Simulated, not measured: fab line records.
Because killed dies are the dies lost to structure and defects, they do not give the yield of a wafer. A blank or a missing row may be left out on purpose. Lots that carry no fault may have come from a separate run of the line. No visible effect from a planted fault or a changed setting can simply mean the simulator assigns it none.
Which tool was responsible? / flow sky130 / 11 lots, 33 wafers sampled, at 4 steps of a route of 708

WHAT THE GAUGES READ, wafer by wafer
SKY_CONTACT_BOW_MEAS_05. Usual: CONTACT_BOW 82 um, standard deviation 6.6.
lot=L332; measured=day 30 16:48; on=film-metro-04; CONTACT_BOW (um)=78 74 84; flag=
lot=L333; measured=day 31 03:45; on=film-metro-03; CONTACT_BOW (um)=65 85 77; flag=
lot=L336; measured=day 32 05:36; on=film-metro-04; CONTACT_BOW (um)=88 86 75; flag=
lot=L339; measured=day 33 06:07; on=film-metro-04; CONTACT_BOW (um)=90 82 83; flag=
lot=L343; measured=day 34 12:52; on=film-metro-01; CONTACT_BOW (um)=86 72 87; flag=
lot=L345; measured=day 35 15:54; on=film-metro-04; CONTACT_BOW (um)=88 81 82; flag=
lot=L347; measured=day 35 21:38; on=film-metro-01; CONTACT_BOW (um)=84 81 85; flag=
lot=L346; measured=day 35 23:34; on=film-metro-03; CONTACT_BOW (um)=86 80 94; flag=
lot=L348; measured=day 36 17:53; on=film-metro-01; CONTACT_BOW (um)=90 81 80; flag=
lot=L352; measured=day 37 06:56; on=film-metro-01; CONTACT_BOW (um)=90 71 72; flag=
lot=L354; measured=day 37 18:17; on=film-metro-04; CONTACT_BOW (um)=84 85 90; flag=

WHAT TOOL EACH LOT RAN ON (gives the tool, then ch and the chambers of the sampled wafers, and finally the start)
lot=L332; SKY_LOCAL_INTERCONNECT_METAL_ETCH_14=rie-metal-04 ch 1, day 30 15:37; SKY_LOCAL_INTERCONNECT_STRIP_15=plasma-asher-03 ch 0,1, day 30 15:40; SKY_CONTACT_CVD_00=pecvd-02 ch 1,2, day 30 16:16
lot=L333; SKY_LOCAL_INTERCONNECT_METAL_ETCH_14=rie-metal-01 ch 0,1, day 31 02:18; SKY_LOCAL_INTERCONNECT_STRIP_15=plasma-asher-01 ch 0,1, day 31 02:21; SKY_CONTACT_CVD_00=pecvd-03 ch 0,1, day 31 02:56
lot=L336; SKY_LOCAL_INTERCONNECT_METAL_ETCH_14=rie-metal-02 ch 0,1, day 32 03:47; SKY_LOCAL_INTERCONNECT_STRIP_15=plasma-asher-03 ch 0,1, day 32 03:50; SKY_CONTACT_CVD_00=pecvd-03 ch 0,1, day 32 04:46
lot=L339; SKY_LOCAL_INTERCONNECT_METAL_ETCH_14=rie-metal-04 ch 1, day 33 04:55; SKY_LOCAL_INTERCONNECT_STRIP_15=plasma-asher-01 ch 0,1, day 33 04:58; SKY_CONTACT_CVD_00=pecvd-02 ch 1,2, day 33 05:34
lot=L343; SKY_LOCAL_INTERCONNECT_METAL_ETCH_14=rie-metal-04 ch 0,1, day 34 11:40; SKY_LOCAL_INTERCONNECT_STRIP_15=plasma-asher-02 ch 0,1, day 34 11:44; SKY_CONTACT_CVD_00=pecvd-01 ch 1,2, day 34 12:18
lot=L345; SKY_LOCAL_INTERCONNECT_METAL_ETCH_14=rie-metal-04 ch 0,1, day 35 14:43; SKY_LOCAL_INTERCONNECT_STRIP_15=plasma-asher-01 ch 0,1, day 35 14:46; SKY_CONTACT_CVD_00=pecvd-03 ch 1,2, day 35 15:22
lot=L347; SKY_LOCAL_INTERCONNECT_METAL_ETCH_14=rie-metal-01 ch 0,1, day 35 20:19; SKY_LOCAL_INTERCONNECT_STRIP_15=plasma-asher-03 ch 0,1, day 35 20:22; SKY_CONTACT_CVD_00=pecvd-02 ch 0,2, day 35 20:57
lot=L346; SKY_LOCAL_INTERCONNECT_METAL_ETCH_14=rie-metal-02 ch 0,1, day 35 22:20; SKY_LOCAL_INTERCONNECT_STRIP_15=plasma-asher-02 ch 0,1, day 35 22:25; SKY_CONTACT_CVD_00=pecvd-02 ch 0,2, day 35 22:59
lot=L348; SKY_LOCAL_INTERCONNECT_METAL_ETCH_14=rie-metal-01 ch 1, day 36 16:38; SKY_LOCAL_INTERCONNECT_STRIP_15=plasma-asher-02 ch 0,1, day 36 16:43; SKY_CONTACT_CVD_00=pecvd-01 ch 0,1,2, day 36 17:20
lot=L352; SKY_LOCAL_INTERCONNECT_METAL_ETCH_14=rie-metal-04 ch 0,1, day 37 05:46; SKY_LOCAL_INTERCONNECT_STRIP_15=plasma-asher-02 ch 0,1, day 37 05:49; SKY_CONTACT_CVD_00=pecvd-03 ch 0,1, day 37 06:25
lot=L354; SKY_LOCAL_INTERCONNECT_METAL_ETCH_14=rie-metal-02 ch 0,1, day 37 17:02; SKY_LOCAL_INTERCONNECT_STRIP_15=plasma-asher-03 ch 0,1, day 37 17:06; SKY_CONTACT_CVD_00=pecvd-02 ch 0,1, day 37 17:45
- SKY_LOCAL_INTERCONNECT_METAL_ETCH_14: etches TiN in Cl2/BCl3, stops on PSG, target depth 110 nm, time 31.4 s.
- SKY_LOCAL_INTERCONNECT_STRIP_15: strips in O2/N2.
- SKY_CONTACT_CVD_00: deposits Si3N4, target thk 75 nm.

WHAT THE TOOLS THEMSELVES READ (means of the sampled wafers that have a number; where no wafer has one, the mark that the record gives instead)
SKY_LOCAL_INTERCONNECT_METAL_ETCH_14. Usual: bcl3-flow-sccm 30.01 sccm, standard deviation 0.081; drypump-motor-current-A 5.9 A, standard deviation 0.38; mfc-cl2-sccm 60.00 sccm, standard deviation 0.18; oes-product-au 0.942 a.u., standard deviation 0.008; rf-fwd-power-W 889 W, standard deviation 5.1; throttle-valve-pct 21.901 %, standard deviation 0.011.
lot=L332; tool=rie-metal-04; bcl3-flow-sccm (sccm)=30.09; drypump-motor-current-A (A)=5.8; mfc-cl2-sccm (sccm)=59.98; oes-product-au (a.u.)=0.930; rf-fwd-power-W (W)=888; throttle-valve-pct (%)=21.911; flag=
lot=L333; tool=rie-metal-01; bcl3-flow-sccm (sccm)=30.03; drypump-motor-current-A (A)=6.0; mfc-cl2-sccm (sccm)=60.09; oes-product-au (a.u.)=0.941; rf-fwd-power-W (W)=886; throttle-valve-pct (%)=21.889; flag=
lot=L336; tool=rie-metal-02; bcl3-flow-sccm (sccm)=30.00; drypump-motor-current-A (A)=6.3; mfc-cl2-sccm (sccm)=60.15; oes-product-au (a.u.)=0.943; rf-fwd-power-W (W)=886; throttle-valve-pct (%)=21.894; flag=
lot=L339; tool=rie-metal-04; bcl3-flow-sccm (sccm)=30.03; drypump-motor-current-A (A)=5.8; mfc-cl2-sccm (sccm)=59.93; oes-product-au (a.u.)=0.943; rf-fwd-power-W (W)=887; throttle-valve-pct (%)=21.889; flag=
lot=L343; tool=rie-metal-04; bcl3-flow-sccm (sccm)=30.06; drypump-motor-current-A (A)=5.6; mfc-cl2-sccm (sccm)=59.98; oes-product-au (a.u.)=0.939; rf-fwd-power-W (W)=889; throttle-valve-pct (%)=21.905; flag=
lot=L345; tool=rie-metal-04; bcl3-flow-sccm (sccm)=30.01; drypump-motor-current-A (A)=5.7; mfc-cl2-sccm (sccm)=60.02; oes-product-au (a.u.)=0.944; rf-fwd-power-W (W)=889; throttle-valve-pct (%)=21.900; flag=
lot=L347; tool=rie-metal-01; bcl3-flow-sccm (sccm)=30.01; drypump-motor-current-A (A)=6.1; mfc-cl2-sccm (sccm)=59.80; oes-product-au (a.u.)=0.938; rf-fwd-power-W (W)=887; throttle-valve-pct (%)=21.902; flag=
lot=L346; tool=rie-metal-02; bcl3-flow-sccm (sccm)=30.01; drypump-motor-current-A (A)=6.1; mfc-cl2-sccm (sccm)=59.98; oes-product-au (a.u.)=0.931; rf-fwd-power-W (W)=890; throttle-valve-pct (%)=21.916; flag=
lot=L348; tool=rie-metal-01; bcl3-flow-sccm (sccm)=30.03; drypump-motor-current-A (A)=6.0; mfc-cl2-sccm (sccm)=60.00; oes-product-au (a.u.)=0.946; rf-fwd-power-W (W)=890; throttle-valve-pct (%)=21.900; flag=
lot=L352; tool=rie-metal-04; bcl3-flow-sccm (sccm)=30.01; drypump-motor-current-A (A)=5.6; mfc-cl2-sccm (sccm)=59.91; oes-product-au (a.u.)=0.943; rf-fwd-power-W (W)=891; throttle-valve-pct (%)=21.906; flag=
lot=L354; tool=rie-metal-02; bcl3-flow-sccm (sccm)=30.07; drypump-motor-current-A (A)=6.3; mfc-cl2-sccm (sccm)=60.18; oes-product-au (a.u.)=0.935; rf-fwd-power-W (W)=886; throttle-valve-pct (%)=21.893; flag=

SKY_LOCAL_INTERCONNECT_STRIP_15. Usual: drypump-motor-current-A 5.8 A, standard deviation 0.45; oes-product-au 0.427 a.u., standard deviation 0.0045; strip-time-to-endpoint-s 4.727 s, standard deviation 0.018.
lot=L332; tool=plasma-asher-03; drypump-motor-current-A (A)=6.0; oes-product-au (a.u.)=0.431; strip-time-to-endpoint-s (s)=4.729; flag=
lot=L333; tool=plasma-asher-01; drypump-motor-current-A (A)=5.5; oes-product-au (a.u.)=0.428; strip-time-to-endpoint-s (s)=4.756; flag=
lot=L336; tool=plasma-asher-03; drypump-motor-current-A (A)=6.2; oes-product-au (a.u.)=0.429; strip-time-to-endpoint-s (s)=4.732; flag=
lot=L339; tool=plasma-asher-01; drypump-motor-current-A (A)=5.3; oes-product-au (a.u.)=0.427; strip-time-to-endpoint-s (s)=4.720; flag=
lot=L343; tool=plasma-asher-02; drypump-motor-current-A (A)=5.5; oes-product-au (a.u.)=0.425; strip-time-to-endpoint-s (s)=4.729; flag=
lot=L345; tool=plasma-asher-01; drypump-motor-current-A (A)=5.5; oes-product-au (a.u.)=0.431; strip-time-to-endpoint-s (s)=4.716; flag=
lot=L347; tool=plasma-asher-03; drypump-motor-current-A (A)=6.0; oes-product-au (a.u.)=0.429; strip-time-to-endpoint-s (s)=4.731; flag=
lot=L346; tool=plasma-asher-02; drypump-motor-current-A (A)=5.6; oes-product-au (a.u.)=0.426; strip-time-to-endpoint-s (s)=4.705; flag=
lot=L348; tool=plasma-asher-02; drypump-motor-current-A (A)=5.6; oes-product-au (a.u.)=0.426; strip-time-to-endpoint-s (s)=4.735; flag=
lot=L352; tool=plasma-asher-02; drypump-motor-current-A (A)=5.8; oes-product-au (a.u.)=0.430; strip-time-to-endpoint-s (s)=4.708; flag=
lot=L354; tool=plasma-asher-03; drypump-motor-current-A (A)=6.3; oes-product-au (a.u.)=0.422; strip-time-to-endpoint-s (s)=4.722; flag=

SKY_CONTACT_CVD_00. Usual: heater-power-outer-w 417 W, standard deviation 53; heater-power-w 704 W, standard deviation 81; rf-fwd-power-W 445.1 W, standard deviation 1.6.
lot=L332; tool=pecvd-02; heater-power-outer-w (W)=494; heater-power-w (W)=828; rf-fwd-power-W (W)=445.0; flag=
lot=L333; tool=pecvd-03; heater-power-outer-w (W)=447; heater-power-w (W)=751; rf-fwd-power-W (W)=444.8; flag=
lot=L336; tool=pecvd-03; heater-power-outer-w (W)=463; heater-power-w (W)=791; rf-fwd-power-W (W)=446.4; flag=
lot=L339; tool=pecvd-02; heater-power-outer-w (W)=418; heater-power-w (W)=723; rf-fwd-power-W (W)=447.2; flag=
lot=L343; tool=pecvd-01; heater-power-outer-w (W)=411; heater-power-w (W)=697; rf-fwd-power-W (W)=445.1; flag=
lot=L345; tool=pecvd-03; heater-power-outer-w (W)=-; heater-power-w (W)=-; rf-fwd-power-W (W)=-; flag=OFF
lot=L347; tool=pecvd-02; heater-power-outer-w (W)=-; heater-power-w (W)=-; rf-fwd-power-W (W)=-; flag=OFF
lot=L346; tool=pecvd-02; heater-power-outer-w (W)=-; heater-power-w (W)=-; rf-fwd-power-W (W)=-; flag=OFF
lot=L348; tool=pecvd-01; heater-power-outer-w (W)=394; heater-power-w (W)=669; rf-fwd-power-W (W)=445.1; flag=
lot=L352; tool=pecvd-03; heater-power-outer-w (W)=444; heater-power-w (W)=746; rf-fwd-power-W (W)=444.8; flag=
lot=L354; tool=pecvd-02; heater-power-outer-w (W)=488; heater-power-w (W)=814; rf-fwd-power-W (W)=445.3; flag=

THE ANSWER, worked out from the rows above alone
Rule: a lot counts as off when the mean over its wafers that have a number is more than 3 standard deviations away from the usual mean. A lot without any number at a reading at which 4 lots or more have one is off too. The other lots that the step has rows for count as sound. After the gauges, taken in route order, come the tools' own readings; for these a lot's mean is taken, as printed above. The first step at which some lot is off is used, and at that step the reading that is off furthest; a lot without a number counts as furthest.
Off: L345, L347, L346, at SKY_CONTACT_CVD_00 (heater-power-outer-w). Without a number there: L345, L347, L346.
A tool fits if, at that step or a process step before it, it ran every lot that is off, and no sound lot after the first of them. None of those tried fits.

WHAT WAS PUT IN BY THE SIMULATOR
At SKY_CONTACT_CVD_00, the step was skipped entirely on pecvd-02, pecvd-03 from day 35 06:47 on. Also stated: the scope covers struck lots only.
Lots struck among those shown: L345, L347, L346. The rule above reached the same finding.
